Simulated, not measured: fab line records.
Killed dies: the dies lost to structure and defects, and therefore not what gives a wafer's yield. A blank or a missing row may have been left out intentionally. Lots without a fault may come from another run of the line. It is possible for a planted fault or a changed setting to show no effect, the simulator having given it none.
fab line records    flow sky130
record: lots: 12  wafers: 36  lastDay: 50
route steps=708 shown METAL3@532 VIA3@573 PAD_OPEN@708
lots with no fault: from the same line, run without faults
startH: hours from the record's first day to the start of the lot's first wafer shown    waitH: hours since the lot's step before    " identical to the entry in the row above    L1.1+2: one row covering several wafers at once    - either no value or no given start    * or withheld: withheld    < > ~ a bound
route shown NAME@n: names a module that has steps shown in the file, with the first one's number in the route    usual: mean and standard deviation over wafers with no fault    same: alike in all rows    chamber/n: place in a boat    sites: each site's reading    _std_site: their standard deviation    _edge_site: mean of outer sites minus mean of inner sites    radiusMm: how far each site lies from the wafer's centre    mask NAME#n: copy n    behind: the last tool/chamber to shape the wafer    hold: what put the lot on hold/how long, in hours/how the hold closed    device: names the non-switching transistor (n, p or np)    end of line: the route-end tests of the same wafers    step lacking rows: just its recipe    killed: the dies lost at the first sort to structure and to defects; this is not the yield of the wafer    map: dies across one wafer; x = killed, . = not, _ = none there
set.NAME: the run value of the setting; set.NAME@STEP: its run value at that earlier step    model.NAME: the simulator's own value behind a step, which no gauge read
route steps across a sampled set of lots; one table per step, one row per wafer
services: from which hour (startH, from the record's first day; less than 0 if before it) a tool's chamber was out of use, for how many hours, and why
== steps ==
step: SKY_METAL3_SPUTTER_00
recipe: material: Ti  targetThkNm: 15  powerW: 3000  timeS: 10  chamberPressurePa: 0.4
usual: throttleValvePct: 29.7/0.77
lot.wafer  tool           chamber  startH   waitH  throttleValvePct
L819.1     pvdSputter-04  -        855.68   0.2    28.0
L819.4     "              -        "        "      30.7
L819.6     "              -        "        "      29.1
L820.1     pvdSputter-01  -        864.76   0.2    30.1
L820.3     "              -        "        "      29.0
L820.5     "              -        "        "      28.9
L821.3     pvdSputter-01  -        870.42   0.1    28.9
L821.4     "              -        "        "      30.0
L821.6     "              -        "        "      30.3
L822.1     pvdSputter-04  -        872.00   0.1    30.2
L822.5     "              -        "        "      27.8
L822.6     "              -        "        "      28.9
L826.2     pvdSputter-02  -        908.70   0.2    29.5
L826.5     "              -        "        "      29.4
L826.6     "              -        "        "      30.1
L827.2     pvdSputter-01  -        914.76   0.2    29.1
L827.4     "              -        "        "      30.3
L827.6     "              -        "        "      29.0
L829.1     pvdSputter-01  -        925.26   0.2    30.2
L829.2     "              -        "        "      28.9
L829.3     "              -        "        "      29.1
L831.2     pvdSputter-04  -        942.54   0.2    29.6
L831.4     "              -        "        "      29.0
L831.6     "              -        "        "      28.7
L832.2     pvdSputter-01  -        942.88   0.1    29.1
L832.5     "              -        "        "      29.2
L832.6     "              -        "        "      29.0
L833.1     pvdSputter-04  -        950.00   0.2    29.0
L833.2     "              -        "        "      29.9
L833.3     "              -        "        "      27.9
L836.1     pvdSputter-01  -        971.27   0.2    30.2
L836.2     "              -        "        "      29.0
L836.3     "              -        "        "      29.0
L842.1     pvdSputter-02  -        1008.97  0.2    30.6
L842.3     "              -        "        "      29.4
L842.5     "              -        "        "      30.8
step: SKY_VIA3_HDPCVD_00
recipe: material: SiO2  targetThkNm: 1635  sigmaOpenFrac: 0.3  timeS: 272.5  tempC: 400  sih4FlowSccm: 60  pressureMtorr: 6
usual: runLengthS: 300.6/0.33  susceptorTempC: 400.00/0.24
lot.wafer  tool       chamber  startH   waitH  runLengthS  susceptorTempC
L819.1     hdpcvd-01  2        908.55   0.0    301.1       399.52
L819.4     "          2        "        "      300.4       399.73
L819.6     "          1        "        "      300.3       400.24
L820.1     hdpcvd-01  0        918.26   0.0    301.2       399.60
L820.3     "          1        "        "      300.4       399.81
L820.5     "          0        "        "      301.0       400.00
L821.3     hdpcvd-02  1        922.71   0.0    301.1       400.38
L821.4     "          1        "        "      300.3       400.25
L821.6     "          0        "        "      300.3       399.81
L822.1     hdpcvd-01  0        924.81   0.0    300.6       399.88
L822.5     "          0        "        "      301.0       399.79
L822.6     "          2        "        "      300.3       400.06
L826.2     hdpcvd-01  2        959.72   0.0    300.9       399.73
L826.5     "          1        "        "      300.6       399.79
L826.6     "          0        "        "      300.9       400.25
L827.2     hdpcvd-02  1        965.65   0.0    300.9       399.77
L827.4     "          0        "        "      300.0       399.95
L827.6     "          0        "        "      300.5       400.00
L829.1     hdpcvd-02  0        976.69   0.0    300.1       399.89
L829.2     "          1        "        "      300.5       399.68
L829.3     "          1        "        "      301.0       399.74
L831.2     hdpcvd-02  2        991.86   0.0    316.5       399.87
L831.4     "          1        "        "      300.9       400.06
L831.6     "          0        "        "      300.0       399.75
L832.2     hdpcvd-01  1        992.90   0.0    301.0       400.24
L832.5     "          2        "        "      300.7       399.64
L832.6     "          1        "        "      300.6       400.19
L833.1     hdpcvd-02  1        1000.21  0.0    300.3       400.05
L833.2     "          0        "        "      300.0       399.95
L833.3     "          2        "        "      316.5       400.00
L836.1     hdpcvd-01  2        1020.41  0.0    300.4       400.15
L836.2     "          1        "        "      300.6       399.69
L836.3     "          0        "        "      301.3       399.86
L842.1     hdpcvd-01  1        1055.76  0.0    300.5       400.28
L842.3     "          2        "        "      300.8       400.07
L842.5     "          0        "        "      300.5       399.95
step: SKY_VIA3_THK_MEAS_01
recipe: reads: SiO2_of_VIA3_HDPCVD_00
usual: VIA3_HDPCVD_THK: 1639/17
lot.wafer  tool          chamber  startH   waitH  VIA3_HDPCVD_THK[nm]
L819.1     filmMetro-03  -        908.72   0.1    1628
L819.4     "             -        "        "      1636
L819.6     "             -        "        "      1615
L820.1     filmMetro-03  -        918.43   0.1    1646
L820.3     "             -        "        "      1598
L820.5     "             -        "        "      1649
L821.3     filmMetro-04  -        922.90   0.1    1610
L821.4     "             -        "        "      1627
L821.6     "             -        "        "      1591
L822.1     filmMetro-04  -        924.97   0.1    1656
L822.5     "             -        "        "      1657
L822.6     "             -        "        "      1639
L826.2     filmMetro-04  -        959.90   0.1    1642
L826.5     "             -        "        "      1621
L826.6     "             -        "        "      1653
L827.2     filmMetro-03  -        965.91   0.2    1662
L827.4     "             -        "        "      1636
L827.6     "             -        "        "      1633
L829.1     filmMetro-01  -        976.95   0.2    1634
L829.2     "             -        "        "      1643
L829.3     "             -        "        "      1645
L831.2     filmMetro-03  -        992.04   0.1    1734
L831.4     "             -        "        "      1639
L831.6     "             -        "        "      1640
L832.2     filmMetro-04  -        993.08   0.1    1642
L832.5     "             -        "        "      1657
L832.6     "             -        "        "      1637
L833.1     filmMetro-03  -        1000.38  0.1    1640
L833.2     "             -        "        "      1641
L833.3     "             -        "        "      1740
L836.1     filmMetro-03  -        1020.58  0.1    1644
L836.2     "             -        "        "      1639
L836.3     "             -        "        "      1660
L842.1     filmMetro-04  -        1055.93  0.1    1643
L842.3     "             -        "        "      1643
L842.5     "             -        "        "      1659
step: SKY_VIA3_CD_MEAS_12
recipe: targetCdNm: 200
usual: cdNm: 200.3/1.5
lot.wafer  tool      chamber  startH   waitH  cdNm
L819.1     cdSem-01  -        933.94   -      199.9
L819.4     "         -        "        "      201.7
L819.6     "         -        "        "      200.6
L820.1     cdSem-02  -        943.19   -      198.6
L820.3     "         -        "        "      199.8
L820.5     "         -        "        "      199.5
L821.3     cdSem-01  -        947.26   -      199.7
L821.4     "         -        "        "      199.6
L821.6     "         -        "        "      200.5
L822.1     cdSem-02  -        949.47   -      199.5
L822.5     "         -        "        "      200.2
L822.6     "         -        "        "      199.5
L826.2     cdSem-02  -        984.51   -      199.9
L826.5     "         -        "        "      199.8
L826.6     "         -        "        "      198.7
L827.2     cdSem-02  -        990.04   -      203.4
L827.4     "         -        "        "      202.2
L827.6     "         -        "        "      203.2
L829.1     cdSem-01  -        1001.02  -      199.6
L829.2     "         -        "        "      198.3
L829.3     "         -        "        "      198.4
L831.2     cdSem-02  -        1015.49  -      203.9
L831.4     "         -        "        "      201.7
L831.6     "         -        "        "      203.2
L832.2     cdSem-02  -        1016.61  -      198.8
L832.5     "         -        "        "      199.8
L832.6     "         -        "        "      199.3
L833.1     cdSem-02  -        1023.64  -      200.6
L833.2     "         -        "        "      200.4
L833.3     "         -        "        "      201.0
L836.1     cdSem-02  -        1044.22  -      199.1
L836.2     "         -        "        "      200.4
L836.3     "         -        "        "      198.3
L842.1     cdSem-02  -        1078.02  -      199.1
L842.3     "         -        "        "      200.2
L842.5     "         -        "        "      198.3
step: SKY_VIA3_THK_MEAS_23
recipe: thkMeasGauge: xrf  reads: W_of_VIA3_CVD_21
usual: VIA3_W_THK: 379/7.1
lot.wafer  tool          chamber  startH   waitH  VIA3_W_THK[nm]
L819.1     filmMetro-04  -        935.18   0.1    389
L819.4     "             -        "        "      386
L819.6     "             -        "        "      385
L820.1     filmMetro-01  -        944.35   0.1    372
L820.3     "             -        "        "      384
L820.5     "             -        "        "      376
L821.3     filmMetro-04  -        948.40   0.1    380
L821.4     "             -        "        "      380
L821.6     "             -        "        "      379
L822.1     filmMetro-03  -        950.66   0.1    383
L822.5     "             -        "        "      383
L822.6     "             -        "        "      388
L826.2     filmMetro-04  -        985.69   0.1    378
L826.5     "             -        "        "      377
L826.6     "             -        "        "      385
L827.2     filmMetro-01  -        991.20   0.1    378
L827.4     "             -        "        "      379
L827.6     "             -        "        "      380
L829.1     filmMetro-03  -        1002.18  0.1    372
L829.2     "             -        "        "      370
L829.3     "             -        "        "      367
L831.2     filmMetro-03  -        1016.64  0.1    367
L831.4     "             -        "        "      374
L831.6     "             -        "        "      370
L832.2     filmMetro-03  -        1017.76  0.1    382
L832.5     "             -        "        "      377
L832.6     "             -        "        "      384
L833.1     filmMetro-04  -        1024.79  0.1    380
L833.2     "             -        "        "      381
L833.3     "             -        "        "      382
L836.1     filmMetro-03  -        1045.47  0.1    370
L836.2     "             -        "        "      370
L836.3     "             -        "        "      373
L842.1     filmMetro-01  -        1079.22  0.1    372
L842.3     "             -        "        "      385
L842.5     "             -        "        "      378
step: SKY_PAD_OPEN_PROBE_99
usual: defectLimitedYield: 82.3/2  killed_at_M0_to_M3: 44/7  killed_at_M4_up: 3.1/1.8  killedAtContacts: 25/5.1  killedAtFrontEnd: 15/4.3  killedAtOther: 0.3/0.61  killedDies: 87/9.8  killedOpen: 48/7  killedShort: 38/6.3  sort_bin_3_pad_short: 0.9/0.39  sort_bin_5_function: 10.3/1.5  sort_bin_6_memory: 6.5/1.2  sortNPass: 405/9.8  sortYieldPct: 82.3/2
same: grossDies: 492  killedAtBackSide: 0  sort_bin_4_leakage[%]: 0  sort_bin_8_speed[%]: 0
lot.wafer  tool       chamber  startH   waitH  defectLimitedYield[%]  killed_at_M0_to_M3  killed_at_M4_up  killedAtContacts  killedAtFrontEnd  killedAtOther  killedDies  killedOpen  killedShort  sort_bin_3_pad_short[%]  sort_bin_5_function[%]  sort_bin_6_memory[%]  sortNPass  sortYieldPct[%]
L832.2     prober-01  -        1150.92  0.1    80.3                   42                  3                35                16                1              97          49          48           1.0                      8.9                     9.8                   395        80.3
L832.5     prober-01  -        1151.07  0.2    82.5                   42                  4                28                12                0              86          47          39           0.4                      10.4                    6.7                   406        82.5
L832.6     prober-01  -        1151.12  0.2    82.1                   44                  5                23                16                0              88          56          32           1.8                      8.5                     7.5                   404        82.1
killed by level:class
L832.2 LI_CONTACT:geometricParticle:open=12 CONTACT:geometricParticle:open=12 METAL1:geometricParticle:short=8 VIA1:geometricParticle:open=7 CONTACT:geometricParticle:short=6 VIA3:geometricParticle:open=6 VIA2:geometricParticle:open=5 POLY_GATE:geometricParticle:short=5
L832.5 CONTACT:geometricParticle:open=10 LI_CONTACT:geometricParticle:open=9 CONTACT:geometricParticle:short=8 VIA3:geometricParticle:open=7 METAL2:geometricParticle:short=7 VIA1:geometricParticle:open=6 FIELD_ISO:geometricParticle:open=5 VIA1:geometricParticle:short=5
L832.6 VIA1:geometricParticle:open=11 VIA1:geometricParticle:short=7 VIA3:geometricParticle:open=7 POLY_GATE:geometricParticle:open=6 LI_CONTACT:geometricParticle:open=6 CONTACT:geometricParticle:open=6 METAL1:geometricParticle:short=5 VIA2:geometricParticle:open=5
== services ==
tool           chamber  startH   hours  kind
pvdSputter-01  -        833.08   3.0    repair
pvdSputter-02  2        844.35   -      consumableReplace:kit
pvdSputter-04  0        897.12   -      consumableReplace:kit
pvdSputter-04  0        897.12   18.0   scheduledDown
pvdSputter-04  0        897.12   18.0   ventCycle
pvdSputter-04  -        900.39   18.2   repair
hdpcvd-01      -        926.68   1.1    repair
hdpcvd-01      -        927.54   0.3    repair
hdpcvd-02      2        941.28   35.6   repair
pvdSputter-02  -        942.36   10.4   repair
pvdSputter-01  3        943.44   -      consumableReplace:kit
pvdSputter-01  3        943.44   18.0   scheduledDown
pvdSputter-01  3        943.44   18.0   ventCycle
hdpcvd-02      -        950.25   15.0   pm
hdpcvd-02      0        950.25   15.0   ventCycle
hdpcvd-02      1        950.25   15.0   ventCycle
hdpcvd-02      2        950.25   26.6   ventCycle
pvdSputter-04  -        957.31   26.4   repair
hdpcvd-02      0        965.25   -      clean
hdpcvd-02      1        965.25   -      clean
hdpcvd-02      2        965.25   -      clean
hdpcvd-01      -        976.31   5.5    pm
pvdSputter-04  -        1033.29  4.7    repair
hdpcvd-01      -        1037.28  2.6    repair
== key ==
firstSign: step: SKY_VIA3_HDPCVD_00  reading: runLengthS  direction: up  sigmas: 48  usual: *  struck: *
effect: step: SKY_VIA3_THK_MEAS_01  reading: VIA3_HDPCVD_THK  direction: up  sigmas: 5.7  usual: 1639  struck: 1737
metAt SKY_VIA3_HDPCVD_00
struckLots L831,L833
struckWafers L831.2,L833.3
notActingAt SKY_METAL3_SPUTTER_00,SKY_VIA3_CD_MEAS_12,SKY_VIA3_THK_MEAS_23
fault: kind: processParameterDrift  tool: hdpcvd-02  chamber: 2  onsetH: 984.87  steps: SKY_VIA3_HDPCVD_00  channel: timeS  offset: *  shape: step  endH: 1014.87  actsIn: *  stated: *
